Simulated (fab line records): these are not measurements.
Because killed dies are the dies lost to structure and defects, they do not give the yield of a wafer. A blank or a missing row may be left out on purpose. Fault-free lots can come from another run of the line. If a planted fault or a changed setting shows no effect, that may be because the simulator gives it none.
Which tool did it? + flow sky130 + 6 lots, 18 wafers sampled, at 3 steps of a route of 708

## WHAT EACH GAUGE READ, for each wafer
SKY_NWELL_RS_MEAS_29: a four-point-probe measurement.
| lot  | measured     | on            | NWELL_RS (ohm/sq)                   |
|------|--------------|---------------|-------------------------------------|
| L786 | day 5 18:22  | film_metro-03 | 624.6 623.8 623.7                   |
| L794 | day 7 14:26  | film_metro-01 | 594.8 595.6 594.8 595.9 595.3 595.5 |
| L798 | day 8 13:14  | film_metro-04 | 624.5 626.4 626.3                   |
| L802 | day 9 17:05  | film_metro-03 | 626.7 625.5 626.7                   |
| L805 | day 10 08:20 | film_metro-04 | 621.5 622.1 624.6                   |
| L807 | day 11 18:10 | film_metro-01 | 625.3 624.9 622.9                   |

## TOOL THAT RAN EACH LOT (tool first, then ch and the chambers of the sampled wafers, then the start)
| lot  | SKY_NWELL_IMPLANT_12            | SKY_NWELL_STRIP_14                   |
|------|---------------------------------|--------------------------------------|
| L786 | implanter-04 ch 0, day 4 23:06  | plasma_asher-02 ch 0,1, day 4 23:21  |
| L794 | implanter-02 ch 0, day 6 19:24  | plasma_asher-01 ch 0,1, day 6 20:01  |
| L798 | implanter-04 ch 0, day 7 16:35  | plasma_asher-03 ch 0,1, day 7 16:52  |
| L802 | implanter-03 ch 0, day 8 18:26  | plasma_asher-02 ch 0,1, day 8 18:42  |
| L805 | implanter-04 ch 0, day 9 09:36  | plasma_asher-02 ch 0,1, day 9 09:54  |
| L807 | implanter-03 ch 0, day 10 17:28 | plasma_asher-02 ch 0,1, day 10 17:46 |
- SKY_NWELL_IMPLANT_12
- SKY_NWELL_STRIP_14: strips in O2/N2.

## THE ANSWER, worked out from the rows above alone
Rule: usual is defined by the lots themselves. Put in order of their means at a reading, lots are off if they are a third of the lots or fewer, leave a main group of 4 or more, and stand apart from it by a gap of 3 or more times the standard deviation of the main group's means; of several such gaps the widest counts. A main group is skipped when, at the precision printed for the reading in the tables above, its means are all equal. Also off: a lot with no number at a reading for which 4 or more lots have one. All remaining lots with rows at the step are treated as sound.
Off: L794, seen at SKY_NWELL_RS_MEAS_29 (NWELL_RS). Mean 624.6 ohm/sq and standard deviation 1.3 in the main group.
A tool fits if, at a process step before that reading, it ran every lot that is off, and no sound lot after the first of them. Those tools and the gauges at SKY_NWELL_RS_MEAS_29 are tried in the same way. Can't be told from this: 2 tools fit, implanter-02 at SKY_NWELL_IMPLANT_12, plasma_asher-01 at SKY_NWELL_STRIP_14.

## WHAT THE SIMULATOR HAD PUT IN
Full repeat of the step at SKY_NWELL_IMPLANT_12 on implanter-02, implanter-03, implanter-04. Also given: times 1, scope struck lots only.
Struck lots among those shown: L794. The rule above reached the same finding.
